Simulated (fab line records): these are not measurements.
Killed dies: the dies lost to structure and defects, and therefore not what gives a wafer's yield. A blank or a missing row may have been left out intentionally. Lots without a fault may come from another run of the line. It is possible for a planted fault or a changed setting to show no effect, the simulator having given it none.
The tool behind it: which one? ; flow sky130 ; 7 lots with 21 wafers sampled at 3 steps, on a route of 708 steps

== WHAT THE GAUGES SHOWED, per wafer ==
SKY_LDD_N_OVL_MEAS_07.
lot;measured;on;LDD_N_OVL (nm)
L620;day 18 08:52;overlay-01;-1.1 -0.2 -0.6
L625;day 20 03:13;overlay-02;-3.9 -3.0 -4.0
L629;day 21 10:08;overlay-01;-1.3 -2.3 -2.2
L631;day 22 06:07;overlay-01;-0.2 0.0 -0.6
L633;day 22 20:19;overlay-02;0.5 0.4 0.8
L640;day 25 09:10;overlay-02;-0.5 -2.4 -0.3
L642;day 26 00:45;overlay-01;-1.0 -1.6 -1.9

== WHICH TOOL RAN EACH LOT (tool, then ch and the chambers of the sampled wafers, then the start) ==
lot;SKY_NWELL_DEVELOP_09;SKY_POLY_GATE_ETCH_16
L620;litho-track-04 ch 0, day 4 17:00;rie-diel-01 ch 1,2,3, day 17 00:36
L625;litho-track-02 ch 0, day 6 00:00;rie-diel-01 ch 0,1,2, day 18 18:40
L629;litho-track-02 ch 0, day 6 23:00;rie-diel-01 ch 0,2,3, day 20 00:49
L631;litho-track-02, day 7 12:00;rie-diel-01 ch 0,1, day 20 22:15
L633;litho-track-02 ch 0, day 8 00:00;rie-diel-02 ch 2,3, day 21 13:25
L640;litho-track-02 ch 0, day 9 18:00;rie-diel-02 ch 0,1, day 24 02:03
L642;litho-track-02 ch 0, day 10 06:00;rie-diel-02 ch 2,3, day 24 16:48
- SKY_NWELL_DEVELOP_09: develop time 60 s.
- SKY_POLY_GATE_ETCH_16: etches Si3N4 in CH3F/O2, stops on poly-Si, time 147.5 s, target depth 75 nm.

== THE ANSWER, worked out from the rows above alone ==
Rule: the usual values come from the lots themselves. Put in order of their means at a reading, lots are off if they are a third of the lots or fewer, leave a main group of 4 or more, and stand apart from it by a gap of 3 or more times the standard deviation of the main group's means; of several such gaps the widest counts. If all means in a main group match to the digits the tables above print for the reading, that group is not used. Also off: a lot with no number at a reading for which 4 or more lots have one. Any other lot the step has rows for is counted as sound.
None of the lots is off at any reading shown; this tells nothing.

== WHAT HAD BEEN PUT IN BY THE SIMULATOR ==
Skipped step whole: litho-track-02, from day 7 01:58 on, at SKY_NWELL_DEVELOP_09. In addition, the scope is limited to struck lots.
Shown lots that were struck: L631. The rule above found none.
